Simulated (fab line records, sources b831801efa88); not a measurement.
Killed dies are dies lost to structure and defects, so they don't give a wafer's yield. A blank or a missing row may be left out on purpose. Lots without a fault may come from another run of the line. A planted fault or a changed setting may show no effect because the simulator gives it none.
fab line records | flow sky130
record lots=6 wafers=18 last_day=50
route steps=708 shown PWDE@84 VT_ADJUST_HVTP@85 VT_ADJUST_LVTN@97 VT_ADJUST_NCORE@119 PAD_OPEN@708
lots that met no fault: from a run of the same line without faults
start_h: hours from the record's first day to the start of the lot's first wafer shown | wait_h: hours since the lot's step before | " the same as in the row above | L1.1+2: a row that stands for several wafers | - no value, or no start given | * or withheld: withheld | < > ~ a bound
route shown NAME@n: a module of which the file shows steps, and the number in the route of the first | usual: mean/standard deviation of fault-free wafers | same: alike in all rows | chamber/n: place in a boat | sites: the reading at each site | _std_site: their standard deviation | _edge_site: outer sites' mean less inner sites' | radius_mm: how far each site lies from the wafer's centre | mask NAME#n: copy n | behind: the tool/chamber that last shaped the wafer | hold: why the lot was held/for how many hours/how that ended | device: the transistor (n, p or np) that didn't switch | end of line: the same wafers' tests at the end of the route | a step without rows: its recipe alone | killed: dies lost to structure and defects at the first sort, not the wafer's yield | map: a wafer's dies, x killed, . not, _ none there
set.NAME: the setting as run; set.NAME@STEP: as run at that earlier step | model.NAME: the simulator's own value behind a step, which no gauge read
lots at some steps of the route; a table a step, a row a wafer
services: from which hour (start_h, from the record's first day; less than 0 if before it) a tool's chamber was out of use, for how many hours, and why
## steps
# step SKY_NWELL_RS_MEAS_31
# recipe thk_meas_gauge=four-point-probe
# usual PWDE_RS=5280/21
# columns lot.wafer tool chamber start_h wait_h PWDE_RS[ohm/sq]
L786.2 film_metro-04 - 128.36 0.1 5291
L786.4 " - " " 5270
L786.6 " - " " 5265
L788.2 film_metro-04 - 141.31 0.1 5264
L788.3 " - " " 5268
L788.4 " - " " 5259
L790.1 film_metro-02 - 149.38 0.1 5297
L790.3 " - " " 5305
L790.5 " - " " 5272
L793.1 film_metro-04 - 167.08 0.1 5252
L793.3 " - " " 5259
L793.6 " - " " 5242
L800.1 film_metro-04 - 212.44 0.1 5268
L800.4 " - " " 5243
L800.6 " - " " 5280
L803.1 film_metro-02 - 231.04 0.1 5261
L803.3 " - " " 5261
L803.6 " - " " 5263
# step SKY_VT_ADJUST_HVTP_DEHYDRATE_00
# recipe temp_c=200 time_s=60
# step SKY_VT_ADJUST_HVTP_HMDS_01
# recipe prime_time_s=60 prime_temp_c=120
# step SKY_VT_ADJUST_HVTP_COAT_02
# recipe resist=NOVOLAK spin_rpm=3000 resist_thk_nm=1140
# step SKY_VT_ADJUST_HVTP_SOFTBAKE_03
# recipe temp_c=90 time_s=60 resist=NOVOLAK
# step SKY_VT_ADJUST_HVTP_EXPOSE_04
# recipe mask_id=HVTPM na=0.6 source_shape=conventional sigma_outer=0.6 polarization=unpolarized target_cd_nm=380 dose_mj=140
# step SKY_VT_ADJUST_HVTP_PEB_05
# recipe temp_c=withheld time_s=* resist=NOVOLAK
# step SKY_VT_ADJUST_HVTP_DEVELOP_06
# recipe resist=NOVOLAK developer=TMAH develop_time_s=62.47 dev_temp_c=23
# step SKY_VT_ADJUST_HVTP_CD_MEAS_07
# recipe target_cd_nm=380
# usual cd_nm=379.2/2.8
# columns lot.wafer tool chamber start_h wait_h cd_nm
L786.2 cd_sem-01 - 148.01 0.1 380.8
L786.4 " - " " 380.5
L786.6 " - " " 378.1
L788.2 cd_sem-01 - 161.22 0.1 377.9
L788.3 " - " " 378.5
L788.4 " - " " 378.8
L790.1 cd_sem-02 - 170.20 0.1 380.3
L790.3 " - " " 380.9
L790.5 " - " " 379.4
L793.1 cd_sem-01 - 187.80 0.1 379.2
L793.3 " - " " 381.6
L793.6 " - " " 377.9
L800.1 cd_sem-01 - 235.40 0.1 379.4
L800.4 " - " " 376.8
L800.6 " - " " 381.8
L803.1 cd_sem-01 - 254.65 0.1 378.9
L803.3 " - " " 378.8
L803.6 " - " " 377.0
# step SKY_VT_ADJUST_HVTP_OVL_MEAS_08
# usual VT_ADJUST_HVTP_OVL=-0.9/1.4
# columns lot.wafer tool chamber start_h wait_h VT_ADJUST_HVTP_OVL[nm]
L786.2 overlay-01 - 148.12 0.1 -3.1
L786.4 " - " " -1.7
L786.6 " - " " -2.1
L788.2 overlay-02 - 161.33 0.1 2.5
L788.3 " - " " -0.3
L788.4 " - " " -0.5
L790.1 overlay-02 - 170.32 0.1 -4.2
L790.3 " - " " -2.0
L790.5 " - " " -2.1
L793.1 overlay-01 - 187.92 0.1 -2.8
L793.3 " - " " -2.6
L793.6 " - " " -1.0
L800.1 overlay-01 - 235.52 0.1 -1.8
L800.4 " - " " -0.2
L800.6 " - " " 0.2
L803.1 overlay-01 - 254.77 0.1 0.0
L803.3 " - " " 0.5
L803.6 " - " " 1.5
# step SKY_VT_ADJUST_HVTP_IMPLANT_09
# recipe species=As energy_kev=150 dose_cm2=4.3e+12 tilt_deg=withheld
# step SKY_VT_ADJUST_HVTP_STRIP_10
# recipe chemistry=O2/N2 power_w=1400 pressure_mtorr=1500 platen_temp_c=withheld o2_flow_sccm=3000 n2_flow_sccm=300 overash_fraction=0.5
# usual drypump_motor_current_A=5.5/0.44 oes_product_au=0.715/0.0044 strip_time_to_endpoint_s=14.18/0.039
# columns lot.wafer tool chamber start_h wait_h drypump_motor_current_A oes_product_au rf_hours_counter_h strip_time_to_endpoint_s
L786.2 plasma_asher-03 0 148.30 0.1 4.8 0.716 46 14.21
L786.4 " 0 " " 4.8 0.714 - 14.17
L786.6 " 0 " " 4.8 0.723 - 14.17
L788.2 plasma_asher-01 1 161.51 0.1 5.2 0.719 4 14.16
L788.3 " 1 " " 5.2 0.716 - 14.15
L788.4 " 0 " " 5.5 0.711 - 14.16
L790.1 plasma_asher-03 1 170.51 0.1 5.5 0.718 49 14.22
L790.3 " 1 " " 5.5 0.708 - 14.23
L790.5 " 0 " " 4.8 0.714 - 14.12
L793.1 plasma_asher-03 0 188.11 0.1 4.8 0.708 50 14.18
L793.3 " 0 " " 4.8 0.719 - 14.22
L793.6 " 1 " " 5.5 0.716 - 14.19
L800.1 plasma_asher-01 1 235.74 0.1 5.2 0.714 10 14.21
L800.4 " 1 " " 5.2 0.713 - 14.18
L800.6 " 0 " " 5.5 0.708 - 14.14
L803.1 plasma_asher-02 0 254.96 0.1 6.0 0.717 47 14.15
L803.3 " 0 " " 6.0 0.715 - 14.13
L803.6 " 0 " " 6.0 0.711 - 14.17
# step SKY_VT_ADJUST_HVTP_TW_MEAS_11
# usual VT_ADJUST_HVTP_TW=1359/9.7
# columns lot.wafer tool chamber start_h wait_h VT_ADJUST_HVTP_TW
L786.2 film_metro-02 - 148.41 0.1 1353
L786.4 " - " " 1359
L786.6 " - " " 1362
L788.2 film_metro-04 - 161.62 0.1 1377
L788.3 " - " " 1367
L788.4 " - " " 1373
L790.1 film_metro-04 - 170.61 0.1 1368
L790.3 " - " " 1366
L790.5 " - " " 1370
L793.1 film_metro-03 - 188.21 0.1 1359
L793.3 " - " " 1355
L793.6 " - " " 1361
L800.1 film_metro-03 - 235.84 0.1 1371
L800.4 " - " " 1367
L800.6 " - " " 1376
L803.1 film_metro-03 - 255.06 0.1 1356
L803.3 " - " " 1359
L803.6 " - " " 1355
# step SKY_VT_ADJUST_LVTN_DEHYDRATE_00
# recipe temp_c=200 time_s=60
# step SKY_VT_ADJUST_LVTN_HMDS_01
# recipe prime_time_s=60 prime_temp_c=120
# step SKY_VT_ADJUST_LVTN_COAT_02
# recipe spin_rpm=2000 resist_thk_nm=3000
# step SKY_VT_ADJUST_LVTN_SOFTBAKE_03
# recipe temp_c=110 time_s=withheld
# step SKY_VT_ADJUST_LVTN_EXPOSE_04
# recipe mask_id=NWM_COMPLEMENT_LESS_NATIVE na=0.6 source_shape=conventional sigma_outer=0.6 polarization=unpolarized target_cd_nm=840 dose_mj=194
# step SKY_VT_ADJUST_LVTN_PEB_05
# recipe temp_c=115 time_s=withheld
# step SKY_VT_ADJUST_LVTN_DEVELOP_06
# recipe wall_angle_deg=90 developer=TMAH develop_time_s=60 dev_temp_c=23
# step SKY_VT_ADJUST_LVTN_OVL_MEAS_07
# usual VT_ADJUST_LVTN_OVL=0.7/1.2
# columns lot.wafer tool chamber start_h wait_h VT_ADJUST_LVTN_OVL[nm]
L786.2 overlay-01 - 168.40 - 1.1
L786.4 " - " " 2.1
L786.6 " - " " 1.2
L788.2 overlay-01 - 183.06 - -1.0
L788.3 " - " " -2.2
L788.4 " - " " -1.1
L790.1 overlay-01 - 191.91 - 1.5
L790.3 " - " " 1.7
L790.5 " - " " 1.0
L793.1 overlay-02 - 210.16 - 1.2
L793.3 " - " " 1.7
L793.6 " - " " 0.9
L800.1 overlay-01 - 259.50 - 0.6
L800.4 " - " " 0.6
L800.6 " - " " 1.1
L803.1 overlay-01 - 279.55 - 1.8
L803.3 " - " " 0.2
L803.6 " - " " 1.7
# step SKY_VT_ADJUST_LVTN_IMPLANT_08
# recipe species=B energy_kev=30 dose_cm2=1.57e+12 tilt_deg=withheld
# step SKY_VT_ADJUST_LVTN_STRIP_09
# recipe chemistry=O2/N2 power_w=1400 pressure_mtorr=1500 platen_temp_c=withheld o2_flow_sccm=3000 n2_flow_sccm=300 overash_fraction=0.5
# usual drypump_motor_current_A=5.7/0.34 oes_product_au=0.722/0.0044 strip_time_to_endpoint_s=36.97/0.087
# columns lot.wafer tool chamber start_h wait_h drypump_motor_current_A oes_product_au rf_hours_counter_h strip_time_to_endpoint_s
L786.2 plasma_asher-04 1 168.58 0.1 5.6 0.724 49 36.96
L786.4 " 0 " " 5.3 0.723 - 36.96
L786.6 " 0 " " 5.3 0.716 - 37.01
L788.2 plasma_asher-01 1 183.24 0.1 5.2 0.727 6 36.96
L788.3 " 0 " " 5.5 0.724 - 36.99
L788.4 " 1 " " 5.2 0.722 - 36.92
L790.1 plasma_asher-04 1 192.09 0.1 5.6 0.714 51 36.81
L790.3 " 1 " " 5.6 0.725 - 36.73
L790.5 " 1 " " 5.6 0.721 - 36.83
L793.1 plasma_asher-02 0 210.34 0.1 6.0 0.726 42 36.91
L793.3 " 0 " " 6.0 0.718 - 36.84
L793.6 " 1 " " 6.1 0.724 - 36.70
L800.1 plasma_asher-04 1 259.69 0.1 5.6 0.723 58 37.00
L800.4 " 1 " " 5.6 0.720 - 36.97
L800.6 " 1 " " 5.6 0.718 - 37.08
L803.1 plasma_asher-02 0 279.74 0.1 6.0 0.718 49 36.98
L803.3 " 1 " " 6.2 0.726 - 36.79
L803.6 " 0 " " 6.0 0.724 - 37.01
# step SKY_VT_ADJUST_LVTN_TW_MEAS_10
# usual VT_ADJUST_LVTN_TW=242.6/1.2
# columns lot.wafer tool chamber start_h wait_h VT_ADJUST_LVTN_TW
L786.2 film_metro-03 - 168.69 0.1 241.9
L786.4 " - " " 241.4
L786.6 " - " " 240.7
L788.2 film_metro-01 - 183.35 0.1 241.6
L788.3 " - " " 241.6
L788.4 " - " " 242.1
L790.1 film_metro-01 - 192.19 0.1 241.4
L790.3 " - " " 241.4
L790.5 " - " " 242.0
L793.1 film_metro-04 - 210.44 0.1 242.3
L793.3 " - " " 242.2
L793.6 " - " " 241.7
L800.1 film_metro-01 - 259.79 0.1 241.5
L800.4 " - " " 241.1
L800.6 " - " " 242.3
L803.1 film_metro-01 - 279.84 0.1 240.6
L803.3 " - " " 240.7
L803.6 " - " " 239.2
# step SKY_VT_ADJUST_LVTN_DEHYDRATE_11
# recipe temp_c=200 time_s=60
# step SKY_VT_ADJUST_LVTN_HMDS_12
# recipe prime_time_s=60 prime_temp_c=120
# step SKY_VT_ADJUST_LVTN_COAT_13
# recipe resist=NOVOLAK spin_rpm=3000 resist_thk_nm=1140
# step SKY_VT_ADJUST_LVTN_SOFTBAKE_14
# recipe temp_c=90 time_s=60 resist=NOVOLAK
# step SKY_VT_ADJUST_LVTN_EXPOSE_15
# recipe mask_id=HVN_STD_DERIVED na=0.6 source_shape=conventional sigma_outer=0.6 polarization=unpolarized target_cd_nm=600 dose_mj=163
# step SKY_VT_ADJUST_LVTN_PEB_16
# recipe temp_c=withheld time_s=* resist=NOVOLAK
# step SKY_VT_ADJUST_LVTN_DEVELOP_17
# recipe resist=NOVOLAK developer=TMAH develop_time_s=60 dev_temp_c=23
# step SKY_VT_ADJUST_LVTN_OVL_MEAS_18
# usual VT_ADJUST_LVTN_01_OVL=-0.4/1.4
# columns lot.wafer tool chamber start_h wait_h VT_ADJUST_LVTN_01_OVL[nm]
L786.2 overlay-01 - 189.36 0.1 -0.4
L786.4 " - " " -0.3
L786.6 " - " " -0.3
L788.2 overlay-02 - 205.06 0.1 -0.7
L788.3 " - " " 0.4
L788.4 " - " " -0.6
L790.1 overlay-01 - 214.24 0.1 -2.2
L790.3 " - " " 0.0
L790.5 " - " " -0.9
L793.1 overlay-02 - 233.56 0.1 -0.8
L793.3 " - " " -1.1
L793.6 " - " " 0.9
L800.1 overlay-01 - 284.11 0.1 0.9
L800.4 " - " " 1.0
L800.6 " - " " 1.4
L803.1 overlay-01 - 304.94 0.1 -0.9
L803.3 " - " " -1.4
L803.6 " - " " -0.9
# step SKY_VT_ADJUST_LVTN_IMPLANT_19
# recipe species=B energy_kev=30 dose_cm2=6.5e+11 tilt_deg=withheld
# step SKY_VT_ADJUST_LVTN_STRIP_20
# recipe chemistry=O2/N2 power_w=1400 pressure_mtorr=1500 platen_temp_c=withheld o2_flow_sccm=3000 n2_flow_sccm=300 overash_fraction=0.5
# usual drypump_motor_current_A=5.7/0.34 oes_product_au=0.715/0.0043 strip_time_to_endpoint_s=14.17/0.047
# columns lot.wafer tool chamber start_h wait_h drypump_motor_current_A oes_product_au rf_hours_counter_h strip_time_to_endpoint_s
L786.2 plasma_asher-02 1 189.54 0.1 6.1 0.720 40 14.16
L786.4 " 1 " " 6.1 0.718 - 14.14
L786.6 " 0 " " 5.9 0.716 - 14.17
L788.2 plasma_asher-04 0 205.24 0.1 5.3 0.720 53 14.18
L788.3 " 0 " " 5.3 0.713 - 14.18
L788.4 " 1 " " 5.6 0.716 - 14.21
L790.1 plasma_asher-02 0 214.43 0.1 6.0 0.721 43 14.15
L790.3 " 0 " " 6.0 0.714 - 14.16
L790.5 " 1 " " 6.2 0.712 - 14.22
L793.1 plasma_asher-01 0 233.74 0.1 5.5 0.713 10 14.14
L793.3 " 1 " " 5.2 0.727 - 14.15
L793.6 " 0 " " 5.5 0.713 - 14.11
L800.1 plasma_asher-04 1 284.29 0.1 5.6 0.722 60 14.19
L800.4 " 1 " " 5.6 0.714 - 14.22
L800.6 " 1 " " 5.6 0.714 - 14.23
L803.1 plasma_asher-04 1 305.13 0.1 5.6 0.712 62 14.26
L803.3 " 0 " " 5.3 0.720 - 14.27
L803.6 " 1 " " 5.6 0.716 - 14.26
# step SKY_VT_ADJUST_LVTN_TW_MEAS_21
# usual VT_ADJUST_LVTN_2_TW=189.2/0.97
# columns lot.wafer tool chamber start_h wait_h VT_ADJUST_LVTN_2_TW
L786.2 film_metro-03 - 189.65 0.1 188.9
L786.4 " - " " 188.7
L786.6 " - " " 188.5
L788.2 film_metro-03 - 205.35 0.1 191.2
L788.3 " - " " 189.7
L788.4 " - " " 189.7
L790.1 film_metro-01 - 214.53 0.1 188.8
L790.3 " - " " 188.6
L790.5 " - " " 186.9
L793.1 film_metro-04 - 233.84 0.1 189.3
L793.3 " - " " 189.6
L793.6 " - " " 190.9
L800.1 film_metro-03 - 284.39 0.1 190.7
L800.4 " - " " 190.8
L800.6 " - " " 189.7
L803.1 film_metro-04 - 305.23 0.1 188.7
L803.3 " - " " 187.8
L803.6 " - " " 189.1
# step SKY_VT_ADJUST_NCORE_DEHYDRATE_00
# recipe temp_c=200 time_s=60
# step SKY_VT_ADJUST_NCORE_HMDS_01
# recipe prime_time_s=60 prime_temp_c=120
# step SKY_VT_ADJUST_NCORE_COAT_02
# recipe resist=NOVOLAK spin_rpm=3000 resist_thk_nm=1148
# step SKY_VT_ADJUST_NCORE_SOFTBAKE_03
# recipe temp_c=90 time_s=60 resist=NOVOLAK
# step SKY_VT_ADJUST_NCORE_EXPOSE_04
# recipe mask_id=LVTN_COMPLEMENT_THIN na=0.6 source_shape=conventional sigma_outer=0.6 polarization=unpolarized target_cd_nm=380 dose_mj=139
# step SKY_VT_ADJUST_NCORE_PEB_05
# recipe temp_c=withheld time_s=* resist=NOVOLAK
# step SKY_PAD_OPEN_PROBE_99
# usual killed_at_M0_to_M3=44/7.5 killed_at_M4_up=3.3/1.8 killed_at_contacts=25/5.9 killed_at_front_end=16/4.7 killed_at_other=0.3/0.52 killed_dies=89/9.9 killed_open=49/7.8 killed_short=40/5.8
# same gross_dies=492 killed_at_back_side=0
# columns lot.wafer tool chamber start_h wait_h killed_at_M0_to_M3 killed_at_M4_up killed_at_contacts killed_at_front_end killed_at_other killed_dies killed_open killed_short
L786.2 prober-02 - 1100.06 0.1 48 5 38 12 0 103 60 42
L786.4 prober-02 - 1100.16 0.2 41 2 20 16 0 79 39 40
L786.6 prober-02 - 1100.26 0.2 39 1 33 12 0 85 50 35
L790.1 prober-02 - 1123.86 0.1 49 4 25 41 0 119 51 40
L790.3 prober-02 - 1123.96 0.2 54 5 16 36 1 112 47 39
L790.5 prober-02 - 1124.06 0.2 42 2 29 79 0 152 51 29
L793.1 prober-02 - 1141.81 0.1 29 3 13 82 0 127 35 26
L793.3 prober-02 - 1141.91 0.2 43 7 20 80 0 150 45 35
L793.6 prober-02 - 1142.06 0.2 42 6 13 43 1 105 48 30
L803.1 prober-01 - 1188.50 0.1 48 6 20 15 0 89 45 44
L803.3 prober-01 - 1188.60 0.2 38 3 37 11 1 90 45 44
L803.6 prober-01 - 1188.75 0.2 36 1 24 17 0 78 44 33
# killed by level:class
L786.2 LI_CONTACT:geometric_particle:open=14 CONTACT:geometric_particle:open=12 VIA2:geometric_particle:open=10 VIA1:geometric_particle:open=10 VIA1:geometric_particle:short=9 POLY_GATE:geometric_particle:short=6 METAL1:geometric_particle:short=6 CONTACT:geometric_particle:short=5
L786.4 VIA1:geometric_particle:open=10 LOCAL_INTERCONNECT:geometric_particle:short=6 LI_CONTACT:geometric_particle:open=5 METAL1:geometric_particle:short=5 VIA1:geometric_particle:short=5 METAL2:geometric_particle:short=5 VIA3:geometric_particle:open=5 FIELD_ISO:geometric_particle:short=4
L786.6 CONTACT:geometric_particle:open=13 LI_CONTACT:geometric_particle:open=8 VIA1:geometric_particle:open=8 VIA3:geometric_particle:open=8 CONTACT:geometric_particle:short=6 VIA2:geometric_particle:open=6 FIELD_ISO:geometric_particle:short=5 LOCAL_INTERCONNECT:geometric_particle:short=5
L790.1 VT_ADJUST_HVTP:unspecified=28 CONTACT:geometric_particle:open=9 VIA1:geometric_particle:open=9 VIA2:geometric_particle:open=9 LI_CONTACT:geometric_particle:open=7 CONTACT:geometric_particle:short=7 METAL1:geometric_particle:short=6 VIA3:geometric_particle:open=5
L790.3 VT_ADJUST_HVTP:unspecified=26 VIA1:geometric_particle:open=12 VIA3:geometric_particle:open=8 LI_CONTACT:geometric_particle:open=5 CONTACT:geometric_particle:open=5 METAL1:geometric_particle:short=5 VIA1:geometric_particle:short=5 METAL2:geometric_particle:short=5
L790.5 VT_ADJUST_HVTP:unspecified=72 LI_CONTACT:geometric_particle:open=15 VIA2:geometric_particle:open=8 VIA1:geometric_particle:open=7 VIA3:geometric_particle:open=7 VIA2:geometric_particle:short=6 CONTACT:geometric_particle:open=5 CONTACT:geometric_particle:short=5
L793.1 VT_ADJUST_HVTP:unspecified=66 FIELD_ISO:geometric_particle:open=7 VIA2:geometric_particle:open=7 LI_CONTACT:geometric_particle:open=5 VIA3:geometric_particle:open=5 FIELD_ISO:geometric_particle:short=4 VIA1:geometric_particle:open=4 METAL2:geometric_particle:short=3
L793.3 VT_ADJUST_HVTP:unspecified=70 VIA3:geometric_particle:open=9 METAL2:geometric_particle:short=8 VIA1:geometric_particle:open=7 LI_CONTACT:geometric_particle:open=6 METAL4:geometric_particle:short=5 CONTACT:geometric_particle:open=5 POLY_GATE:geometric_particle:open=4
L793.6 VT_ADJUST_HVTP:unspecified=27 VIA1:geometric_particle:open=11 VIA3:geometric_particle:open=7 METAL4:geometric_particle:short=6 CONTACT:geometric_particle:open=6 POLY_GATE:geometric_particle:open=5 POLY_GATE:geometric_particle:short=5 LI_CONTACT:geometric_particle:open=5
L803.1 VIA1:geometric_particle:open=11 METAL2:geometric_particle:short=9 CONTACT:geometric_particle:open=8 VIA1:geometric_particle:short=7 FIELD_ISO:geometric_particle:short=6 VIA2:geometric_particle:open=6 METAL1:geometric_particle:short=5 VIA3:geometric_particle:open=5
L803.3 LI_CONTACT:geometric_particle:open=13 CONTACT:geometric_particle:open=9 VIA2:geometric_particle:open=8 CONTACT:geometric_particle:short=5 SPACER:geometric_particle:short=4 LI_CONTACT:geometric_particle:short=4 VIA3:geometric_particle:open=4 METAL1:geometric_particle:short=4
L803.6 LI_CONTACT:geometric_particle:open=8 CONTACT:geometric_particle:open=8 POLY_GATE:geometric_particle:open=7 VIA2:geometric_particle:open=7 METAL2:geometric_particle:short=7 VIA1:geometric_particle:short=6 VIA1:geometric_particle:open=5 VIA3:geometric_particle:short=4
# map L790.5 (x killed, . not)
__________........x._________
________.....x....x..._______
______.......x...x..x..._____
_____.x..........x.......____
____...x...xx..x..........___
___.xxxxxxxxx.....x..x.....__
__..xxxxxxxx...x..x....x...x_
_...xxxxxxxxx..x.....x.xx....
_x.x.xxxxxxxxx........x.....x
_x.xxxxxxxxxxx..x.x.....x....
_...xxxxxxxxxx...x...x.......
_x.xxxxxxxxxx............xx.x
_...xx.xxxx.x....x...x.....x.
_............x.x...x..xx.x..x
_....x......xx.x...x.x..x....
__...xx..x..........xx....x._
___......xx.xxx..x.........__
____...x..xx...........x..___
_____.........x..........____
______..x.x...x........x_____
________...........x.._______
__________.xxx...x.._________
# map L793.3 (x killed, . not)
__________x...xx...._________
________...........x.._______
______.....x..........x._____
_____.........x.....x..x.____
____..xx.......x...x.....x___
___..x..xxxx.x..x....x..x..__
__..xxxxxxxx.x.............x_
_.x.xxxxxxxxx..............x.
_.x.xxxxxxxxxx.x.x.x...x.....
_...xxxxxxxxxx......x........
_x..xxxxxxxxxx...x....x..x...
_xx..xxxxxxxxxx.x..........xx
_.....xxxxxx...xx.....xx..x..
_..x...xxxx..x..x.......x...x
_x.x.x....x..x.........x.....
__......xx.....x......x..x.._
___....x...x......x..x....x__
____xx.xx.................___
_____x...x.......x.......____
______...............x.._____
________.....xx.....xx_______
__________..x...xx.._________
## services
# columns tool chamber start_h hours kind
plasma_asher-03 - 142.37 0.4 repair
plasma_asher-01 - 144.33 2.0 repair
plasma_asher-01 - 190.93 14.6 pm
plasma_asher-04 - 271.91 1.8 repair
plasma_asher-01 - 302.82 9.1 repair
## key
first_sign step=SKY_PAD_OPEN_PROBE_99 reading=killed_at_front_end direction=up sigmas=9.4 usual=16 struck=60
effect step=SKY_PAD_OPEN_PROBE_99 reading=killed_dies direction=up sigmas=3.9 usual=89 struck=128
met_at SKY_VT_ADJUST_HVTP_STRIP_10
struck_wafers L790.1,L790.3,L790.5,L793.1,L793.3,L793.6
tester_left_out L790,L793
onset_between 148.30 170.51
fault kind=chamber_particle_source tool=plasma_asher-03 chamber=- onset_h=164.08 steps=SKY_VT_ADJUST_HVTP_STRIP_10 rate_per_visit_cm2=2.0168 end_h=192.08
# tester_left_out: of these lots the tester's yield and bins aren't shown, on N5 and GAA mostly nor the transistor test; their killed dies are dies lost to structure and defects alone, not to doping, threshold or leakage, so they don't give the yield
